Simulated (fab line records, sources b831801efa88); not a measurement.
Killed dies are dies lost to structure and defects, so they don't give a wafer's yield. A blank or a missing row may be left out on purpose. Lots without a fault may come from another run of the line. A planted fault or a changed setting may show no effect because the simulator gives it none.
Split-lot experiment | flow gf180mcu | 5 lots, 23 wafers read, on a route of 602 steps

THE SPLIT
At GF_STI_CVD_03 (deposits Si3N4 from DCS/NH3, target thk 207.16 nm, time 3551 s), the setting temp_c was moved away from the recipe's 770 C on 10 of the 23 wafers read, by -2.1% to -1.7%. The other wafers ran this setting at the recipe's value.

FROM THE SPLIT TO THE READING: what the file shows between them, 5 steps
- GF_STI_THK_MEAS_04
- GF_STI_SOFTBAKE_08: time 60 s (also split here: temp_c)
- GF_STI_EXPOSE_09: exposes mask COMP, target cd 220 nm
- GF_STI_PEB_10: peb time 90 s
- GF_STI_DEVELOP_11: develop time 60 s

THE READING
oes_product_au, in a.u., at GF_STI_ETCH_13 (etches the open film in CHF3/O2, stops on Si, target depth 282.31 nm, time 112.9 s). Fault-free wafers of this fab line usually give 0.832 a.u., standard deviation 0.0053 a.u..

wafer  | tool, chamber at the split | temp_c as run, C | against the recipe | oes_product_au, a.u. | against lot-mates on the recipe
L074.1 | -, -                       | 770              | recipe             | 0.825                | -
L074.2 | -, -                       | 770              | recipe             | 0.825                | -
L074.3 | -, -                       | 770              | recipe             | 0.827                | -
L074.4 | -, -                       | 770              | recipe             | 0.841                | -
L074.6 | -, -                       | 770              | recipe             | 0.831                | -
L077.1 | -, -                       | 754.2            | -2.1%              | 0.705                | no lot-mate on the recipe
L077.2 | -, -                       | 754.2            | -2.1%              | 0.708                | no lot-mate on the recipe
L077.4 | -, -                       | 754.2            | -2.1%              | 0.706                | no lot-mate on the recipe
L077.5 | -, -                       | 754.2            | -2.1%              | 0.713                | no lot-mate on the recipe
L077.6 | -, -                       | 754.2            | -2.1%              | 0.723                | no lot-mate on the recipe
L081.2 | lpcvd-02, 0                | 770              | recipe             | 0.830                | -
L081.4 | lpcvd-02, 0                | 770              | recipe             | 0.824                | -
L081.6 | lpcvd-02, 0                | 770              | recipe             | 0.834                | -
L082.1 | -, -                       | 770              | recipe             | 0.825                | -
L082.3 | -, -                       | 770              | recipe             | 0.828                | -
L082.4 | -, -                       | 770              | recipe             | 0.834                | -
L082.5 | -, -                       | 770              | recipe             | 0.829                | -
L082.6 | -, -                       | 770              | recipe             | 0.823                | -
L085.1 | -, -                       | 756.7            | -1.7%              | 0.729                | no lot-mate on the recipe
L085.2 | -, -                       | 756.7            | -1.7%              | 0.723                | no lot-mate on the recipe
L085.3 | -, -                       | 756.7            | -1.7%              | 0.721                | no lot-mate on the recipe
L085.4 | -, -                       | 756.7            | -1.7%              | 0.719                | no lot-mate on the recipe
L085.6 | -, -                       | 756.7            | -1.7%              | 0.713                | no lot-mate on the recipe

THE FIT
A straight line over all 23 wafers: oes_product_au changes by +0.0594 a.u. for each +1% of temp_c; r = +0.99; the points scatter about the line by 0.0065 a.u..
Too few moved wafers have a lot-mate on the recipe to fit a line with each lot's own level taken away.

THE WHOLE CHAIN: every reading that the file lists as answering this split, in the file's order
step               | what it does                                                                       | reading                                                                     | change (the file's fit)                  | r (the file's)
GF_STI_CVD_03      | deposits Si3N4 from DCS/NH3, target thk 207.16 nm, time 3551 s                     | Si3N4_of_STI_CVD_03.thk_nm (the simulator's own value, which no gauge read) | +26.9 nm for each +1% of the setting     | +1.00
GF_STI_THK_MEAS_04 |                                                                                    | STI_CVD_03_THK                                                              | +26.9 for each +1% of the setting        | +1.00
GF_STI_ETCH_13     | etches the open film in CHF3/O2, stops on Si, target depth 282.31 nm, time 112.9 s | oes_product_au                                                              | +0.0593 a.u. for each +1% of the setting | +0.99

THE FILE'S OWN FIT
oes_product_au changes by +0.0593 a.u. for each +1% of temp_c, r = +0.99.
